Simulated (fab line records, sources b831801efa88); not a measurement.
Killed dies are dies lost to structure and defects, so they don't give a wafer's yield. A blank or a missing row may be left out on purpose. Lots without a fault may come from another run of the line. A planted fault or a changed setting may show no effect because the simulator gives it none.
Which tool did it? | flow sfq_line | 7 lots, 21 wafers sampled, at 4 steps of a route of 325

WHAT THE GAUGES READ, wafer by wafer
SFQ_M2_RS_MEAS_914: measures by four-point-probe.
lot  | measured     | on            | M2_NB_RS (ohm/sq)
L201 | day 17 17:48 | film_metro-03 | 0.890 0.890 0.900
L203 | day 18 06:33 | film_metro-04 | 0.887 0.892 0.893
L208 | day 22 07:34 | film_metro-04 | 0.825 0.836 0.828 0.825 0.833 0.829
L214 | day 24 11:08 | film_metro-04 | 0.879 0.891 0.872
L216 | day 24 20:46 | film_metro-03 | 0.892 0.876 0.891
L218 | day 25 03:57 | film_metro-02 | 0.893 0.892 0.894
L220 | day 25 23:34 | film_metro-04 | 0.895 0.884 0.888

WHICH TOOL RAN EACH LOT (tool, then ch and the chambers of the sampled wafers, then the start)
lot  | SFQ_TRILAYER_L0_VIA_BARC_OPEN_VIA_ETCH_021 | SFQ_TRILAYER_L0_VIA_STRIP_STRIP_017 | SFQ_TRILAYER_M2_DEP_SPUTTER_055
L201 | rie_diel-04 ch 0,3, day 6 08:03            | rie_metal-03 ch 0,1, day 6 08:20    | pvd_sputter-06, day 17 17:39
L203 | rie_diel-02 ch 0,1,2, day 6 15:21          | rie_metal-01 ch 0,1, day 6 15:38    | pvd_sputter-06, day 18 06:25
L208 | rie_diel-02 ch 0,1, day 7 20:09            | rie_metal-01 ch 0,1, day 7 20:26    | pvd_sputter-06, day 22 07:25
L214 | rie_diel-04 ch 0,1,3, day 9 11:34          | rie_metal-04 ch 0,1, day 9 11:40    | pvd_sputter-04, day 24 11:01
L216 | rie_diel-04 ch 0,1, day 9 22:22            | rie_metal-03 ch 0,1, day 9 22:40    | pvd_sputter-03, day 24 20:37
L218 | rie_diel-03 ch 0,2,3, day 10 13:58         | rie_metal-01 ch 1, day 10 14:04     | pvd_sputter-03, day 25 03:50
L220 | rie_diel-04 ch 0,1,3, day 11 00:46         | rie_metal-04 ch 0, day 11 00:52     | pvd_sputter-03, day 25 23:28
- SFQ_TRILAYER_L0_VIA_BARC_OPEN_VIA_ETCH_021: etches BARC in O2, target depth 125 nm, time 41.7 s.
- SFQ_TRILAYER_L0_VIA_STRIP_STRIP_017: strips in O2.
- SFQ_TRILAYER_M2_DEP_SPUTTER_055: material Nb, target thk 200 nm, time 133.3 s.

THE ANSWER, worked out from the rows above alone
Rule: what is usual is taken from the lots themselves. Put in order of their means at a reading, lots are off if they are a third of the lots or fewer, leave a main group of 4 or more, and stand apart from it by a gap of 3 or more times the standard deviation of the main group's means; of several such gaps the widest counts. A main group whose means are all the same, to the digits that the tables above print for the reading, isn't used. A lot without any number at a reading at which 4 lots or more have one is off too. The other lots that the step has rows for count as sound.
Off: L208, at SFQ_M2_RS_MEAS_914 (M2_NB_RS). The main group: mean 0.889 ohm/sq, standard deviation 0.0044.
A tool fits if, at a process step before that reading, it ran every lot that is off, and no sound lot after the first of them. The gauges at SFQ_M2_RS_MEAS_914 are tried like those tools. Can't be told from this: 2 tools fit, rie_diel-02 at SFQ_TRILAYER_L0_VIA_BARC_OPEN_VIA_ETCH_021, pvd_sputter-06 at SFQ_TRILAYER_M2_DEP_SPUTTER_055.

WHAT THE SIMULATOR HAD PUT IN
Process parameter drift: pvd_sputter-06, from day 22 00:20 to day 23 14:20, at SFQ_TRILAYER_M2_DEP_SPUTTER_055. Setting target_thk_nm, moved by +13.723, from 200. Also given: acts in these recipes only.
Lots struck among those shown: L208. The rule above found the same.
